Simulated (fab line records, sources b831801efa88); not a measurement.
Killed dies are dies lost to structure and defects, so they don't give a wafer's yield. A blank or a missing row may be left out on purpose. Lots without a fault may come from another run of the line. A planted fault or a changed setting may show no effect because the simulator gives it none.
Tool commonality check | flow gf180mcu | 12 lots, 36 wafers sampled

WHY IT WAS OPENED
At GF_M4_CD_MEAS_14 the reading cd_nm is flagged on 2 of 12 lots. Wafers without a fault read 280.2 nm, standard deviation 1.1.
Rule: a lot is flagged when every wafer of it that has a number lies more than 4 standard deviations from that mean, or none has a number. The other lots count as sound.

lot  | measured     | on        | cd_nm (nm), wafer by wafer | flag
L712 | day 23 02:58 | cd_sem-02 | 280.0 279.6 279.3          |
L713 | day 23 06:21 | cd_sem-02 | 280.7 281.1 281.4          |
L714 | day 23 16:30 | cd_sem-01 | 280.2 280.8 281.3          |
L715 | day 24 09:59 | cd_sem-01 | 277.7 276.7 277.8          |
L716 | day 24 14:36 | cd_sem-02 | 279.3 280.4 279.6          |
L718 | day 25 16:04 | cd_sem-02 | 280.0 280.4 281.2          |
L719 | day 26 02:07 | cd_sem-01 | 280.7 281.5 282.1          |
L720 | day 26 18:43 | cd_sem-01 | 280.5 280.7 280.8          |
L727 | day 28 20:56 | cd_sem-01 | 274.6 273.6 274.0          | FLAGGED
L728 | day 28 21:44 | cd_sem-01 | 273.9 274.0 273.4          | FLAGGED
L729 | day 29 03:26 | cd_sem-02 | 280.3 280.3 278.9          |
L734 | day 30 03:34 | cd_sem-02 | 279.5 278.6 279.1          |
The numbers of the flagged lots are 273.9 nm on average: -6.3 nm against the usual, or -6 standard deviations.

WHICH TOOL RAN EACH LOT
The record holds 1 process step before the reading, out of a route of 602 steps. In each cell: the tool, then ch and the chambers that the sampled wafers went through, then the start.
lot  | flag    | GF_M4_EXPOSE_11
L712 |         | krf_scanner-02 ch 0, day 22 15:04
L713 |         | krf_scanner-02 ch 0, day 22 18:08
L714 |         | krf_scanner-01 ch 0, day 23 05:37
L715 |         | krf_scanner-01 ch 0, day 23 22:52
L716 |         | krf_scanner-01 ch 0, day 24 04:33
L718 |         | krf_scanner-01 ch 0, day 25 05:57
L719 |         | krf_scanner-02 ch 0, day 25 14:56
L720 |         | krf_scanner-02 ch 0, day 26 08:25
L727 | FLAGGED | krf_scanner-01 ch 0, day 28 10:55
L728 | FLAGGED | krf_scanner-01 ch 0, day 28 12:26
L729 |         | krf_scanner-02 ch 0, day 28 18:55
L734 |         | krf_scanner-02 ch 0, day 29 19:08
What these steps do:
- GF_M4_EXPOSE_11: exposes mask Metal4, target cd 280 nm.
- GF_M4_CD_MEAS_14: target cd 280 nm.

FLAGGED OVER TOTAL, TOOL BY TOOL (the gauges that took the reading come last)
step             | tool           | lots run | flagged | share of the flagged lots | sound lots run after its first flagged lot
GF_M4_EXPOSE_11  | krf_scanner-01 | 6        | 2       | all                       | 0
GF_M4_EXPOSE_11  | krf_scanner-02 | 6        | 0       | none                      | -
GF_M4_CD_MEAS_14 | cd_sem-01      | 6        | 2       | all                       | 0
GF_M4_CD_MEAS_14 | cd_sem-02      | 6        | 0       | none                      | -

WHAT THE TABLE ALLOWS
2 rows of the table ran every flagged lot: krf_scanner-01 at GF_M4_EXPOSE_11, cd_sem-01 at GF_M4_CD_MEAS_14.
- krf_scanner-01 at GF_M4_EXPOSE_11: 2 of its 6 lots flagged. Its last sound lot is L718 (day 25 05:57), its first flagged lot L727 (day 28 10:55): a fault that began between those two fits. Its own readings lie more than 4 standard deviations out on every wafer of the flagged lots: exposure_dose_mJ_cm2.
- cd_sem-01 at GF_M4_CD_MEAS_14: 2 of its 6 lots flagged. Its last sound lot is L720 (day 26 18:43), its first flagged lot L727 (day 28 20:56): a fault that began between those two fits.
Counting lots can't tell these 2 tools apart, because each fits a fault that began at some hour. More lots, or a look at what each step does to the wafer, might.

WHAT THE SIMULATOR HAD PUT IN
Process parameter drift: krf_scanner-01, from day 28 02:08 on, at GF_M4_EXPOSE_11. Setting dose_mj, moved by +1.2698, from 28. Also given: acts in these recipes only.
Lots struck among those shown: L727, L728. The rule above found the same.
